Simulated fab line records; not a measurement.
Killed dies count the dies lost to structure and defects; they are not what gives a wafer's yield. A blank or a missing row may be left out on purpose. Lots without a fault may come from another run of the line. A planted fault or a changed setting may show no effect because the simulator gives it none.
Which of the tools did it? ; flow gf180mcu ; 12 lots, 36 wafers sampled, at 6 steps of a route of 602

== WHAT THE GAUGES SHOWED, per wafer ==
GF_STI_THK_MEAS_24. Usual: for STI_CVD_23_THK the level is 652 nm and the standard deviation is 7.5.
lot;measured;on;STI_CVD_23_THK (nm);flag
L823;day 2 03:59;filmMetro-02;658 646 649;
L825;day 2 13:47;filmMetro-02;659 644 656;
L828;day 3 04:49;filmMetro-02;652 662 646;
L830;day 3 15:26;filmMetro-01;652 656 655;
L831;day 3 20:40;filmMetro-03;652 651 652;
L832;day 4 02:47;filmMetro-02;659 648 656;
L838;day 5 10:46;filmMetro-02;652 651 667;
L839;day 5 13:24;filmMetro-02;659 650 652;
L840;day 5 19:19;filmMetro-01;645 642 639;
L842;day 6 05:41;filmMetro-01;660 656 661;
L844;day 6 14:51;filmMetro-03;661 655 651;
L846;day 7 02:20;filmMetro-01;641 656 641;

GF_PSD_RS_MEAS_14: uses a four-point probe to measure. Usual: for NSD_RS the level is 46.12 ohm/sq and the standard deviation is 0.091.
lot;measured;on;NSD_RS (ohm/sq);flag
L823;day 14 05:29;filmMetro-03;46.11 46.11 46.19;
L825;day 14 22:14;filmMetro-03;46.10 46.19 46.16;
L828;day 16 02:13;filmMetro-03;46.17 46.00 46.17;
L830;day 16 16:40;filmMetro-04;42.01 41.97 41.98;OFF
L831;day 17 03:32;filmMetro-03;41.96 41.88 41.96;OFF
L832;day 17 06:28;filmMetro-03;41.86 41.87 41.82;OFF
L838;day 19 20:48;filmMetro-03;46.27 46.22 46.25;
L839;day 19 23:32;filmMetro-02;46.05 46.01 46.11;
L840;day 20 08:10;filmMetro-02;45.96 46.05 46.04;
L842;day 21 06:46;filmMetro-03;46.03 46.08 46.14;
L844;day 21 18:05;filmMetro-02;46.10 46.02 45.97;
L846;day 22 04:47;filmMetro-03;46.22 46.14 46.19;

GF_PSD_RS_MEAS_15: uses a four-point probe to measure. Usual: for PSD_RS the level is 108.50 ohm/sq and the standard deviation is 0.28.
lot;measured;on;PSD_RS (ohm/sq);flag
L823;day 14 05:37;filmMetro-03;108.62 108.32 108.63;
L825;day 14 22:21;filmMetro-03;108.32 108.67 108.78;
L828;day 16 02:20;filmMetro-03;108.65 108.42 108.67;
L830;day 16 16:47;filmMetro-04;101.06 101.27 101.32;OFF
L831;day 17 03:39;filmMetro-03;100.67 100.76 100.93;OFF
L832;day 17 06:35;filmMetro-03;100.49 100.70 100.62;OFF
L838;day 19 20:55;filmMetro-03;109.19 109.05 109.08;
L839;day 19 23:40;filmMetro-02;108.44 108.62 108.32;
L840;day 20 08:17;filmMetro-02;108.78 108.32 108.17;
L842;day 21 06:53;filmMetro-03;108.31 108.32 108.62;
L844;day 21 18:12;filmMetro-02;108.21 108.39 108.70;
L846;day 22 04:54;filmMetro-03;108.56 108.66 108.39;

GF_M1_RS_MEAS_05: uses a four-point probe to measure. Usual: for M1_ALCU_RS the level is 0.0694 ohm/sq and the standard deviation is 0.00063.
lot;measured;on;M1_ALCU_RS (ohm/sq);flag
L823;day 16 03:05;filmMetro-04;0.0698 0.0694 0.0693;
L825;day 16 21:22;filmMetro-03;0.0704 0.0692 0.0697;
L828;day 18 02:41;filmMetro-04;0.0705 0.0695 0.0706;
L830;day 18 17:19;filmMetro-03;0.0682 0.0689 0.0688;
L831;day 19 05:41;filmMetro-02;0.0696 0.0692 0.0691;
L832;day 19 09:14;filmMetro-04;0.0702 0.0687 0.0705;
L838;day 22 01:06;filmMetro-04;0.0702 0.0695 0.0694;
L839;day 22 02:27;filmMetro-04;0.0693 0.0687 0.0694;
L840;day 22 10:47;filmMetro-02;0.0695 0.0692 0.0707;
L842;day 23 09:02;filmMetro-04;0.0697 0.0698 0.0686;
L844;day 24 04:54;filmMetro-03;0.0699 0.0687 0.0698;
L846;day 24 05:17;filmMetro-03;0.0695 0.0684 0.0697;

== TOOL THAT RAN EACH LOT (tool first, then ch and the chambers of the sampled wafers, then the start) ==
lot;GF_DUAL_GATE_STRIP_13;GF_PSD_RTA_13
L823;plasmaAsher-01 ch 0,1, day 8 08:48;rtpAnneal-02 ch 0, day 14 05:25
L825;plasmaAsher-01 ch 0,1, day 8 22:36;rtpAnneal-02 ch 0, day 14 22:09
L828;plasmaAsher-01 ch 0,1, day 9 19:17;rtpAnneal-02 ch 0, day 16 02:07
L830;plasmaAsher-01 ch 0,1, day 10 09:00;rtpAnneal-02 ch 0, day 16 16:35
L831;plasmaAsher-03 ch 0,1, day 10 18:53;rtpAnneal-02 ch 0, day 17 03:26
L832;plasmaAsher-01 ch 0,1, day 10 22:27;rtpAnneal-02 ch 0, day 17 06:23
L838;plasmaAsher-02 ch 0, day 12 18:09;rtpAnneal-02 ch 0, day 19 20:43
L839;plasmaAsher-02 ch 0, day 12 20:25;rtpAnneal-02 ch 0, day 19 23:27
L840;plasmaAsher-01 ch 0,1, day 13 04:54;rtpAnneal-02 ch 0, day 20 08:05
L842;plasmaAsher-03 ch 0,1, day 13 20:08;rtpAnneal-02 ch 0, day 21 06:41
L844;plasmaAsher-01 ch 0,1, day 14 11:12;rtpAnneal-02 ch 0, day 21 18:00
L846;plasmaAsher-01 ch 0,1, day 14 22:49;rtpAnneal-01 ch 0, day 22 04:41
- GF_DUAL_GATE_STRIP_13: strips in O2/N2.
- GF_PSD_RTA_13: time 20 s.

== WHAT THE TOOLS THEMSELVES READ (means of the sampled wafers that have a number; where no wafer has one, the mark that the record gives instead) ==
GF_DUAL_GATE_STRIP_13. Usual: drypumpMotorCurrentA 5.8 A, standard deviation 0.37; heaterPowerW 329 W, standard deviation 16; oesProductAu 0.717 a.u., standard deviation 0.005; stripTimeToEndpointS 12.68 s, standard deviation 0.04.
lot;tool;drypumpMotorCurrentA (A);heaterPowerW (W);oesProductAu (a.u.);stripTimeToEndpointS (s);flag
L823;plasmaAsher-01;5.6;325;0.715;12.65;
L825;plasmaAsher-01;5.6;328;0.723;12.72;
L828;plasmaAsher-01;5.6;327;0.712;12.72;
L830;plasmaAsher-01;5.6;328;0.714;12.63;
L831;plasmaAsher-03;5.9;330;0.715;12.70;
L832;plasmaAsher-01;5.5;319;0.714;12.71;
L838;plasmaAsher-02;6.0;338;0.716;12.62;
L839;plasmaAsher-02;6.0;341;0.717;12.69;
L840;plasmaAsher-01;5.6;327;0.718;12.70;
L842;plasmaAsher-03;6.3;338;0.716;12.69;
L844;plasmaAsher-01;5.6;324;0.718;12.66;
L846;plasmaAsher-01;5.5;326;0.715;12.65;

GF_PSD_RTA_13. Usual: lampPowerPct 31.4 %, standard deviation 2.8; runLengthS 48.7 s, standard deviation 0.75; wafer_temp_C_max 1030.0, standard deviation 1.1.
lot;tool;lampPowerPct (%);runLengthS (s);wafer_temp_C_max;flag
L823;rtpAnneal-02;28.9;48.2;1029.8;
L825;rtpAnneal-02;28.8;48.3;1029.3;
L828;rtpAnneal-02;28.8;48.3;1029.5;
L830;rtpAnneal-02;28.8;72.0;1029.5;OFF
L831;rtpAnneal-02;28.8;71.9;1029.4;OFF
L832;rtpAnneal-02;28.8;71.8;1029.7;OFF
L838;rtpAnneal-02;28.8;48.2;1029.0;
L839;rtpAnneal-02;28.8;48.3;1029.5;
L840;rtpAnneal-02;28.8;48.2;1029.6;
L842;rtpAnneal-02;28.8;48.4;1029.0;
L844;rtpAnneal-02;28.8;48.2;1028.9;
L846;rtpAnneal-01;34.5;48.8;1031.0;

== THE ANSWER, worked out from the rows above alone ==
Rule: take the mean of a lot's wafers that have a number; if it is more than 3 standard deviations from the usual mean, the lot is off. Also off: a lot with no number at a reading for which 4 or more lots have one. Where the step has rows for the other lots, those lots are counted as sound. First the gauges in route order, then the tools' own readings, where a lot's mean is used as printed above. The first step at which some lot is off is used, and at that step the reading that is off furthest; a lot without a number counts as furthest.
Off: L830, L831, L832, at GF_PSD_RS_MEAS_14 (NSD_RS).
If a tool, at a process step before that reading, ran all the lots that are off and no sound lot after the first of them, it fits. Not tried: the gauges at GF_PSD_RS_MEAS_14; whatever is off there is also off at GF_PSD_RTA_13, on other tools, and gauge error can't account for it. None of those tried fits.

== WHAT THE SIMULATOR HAD PUT IN ==
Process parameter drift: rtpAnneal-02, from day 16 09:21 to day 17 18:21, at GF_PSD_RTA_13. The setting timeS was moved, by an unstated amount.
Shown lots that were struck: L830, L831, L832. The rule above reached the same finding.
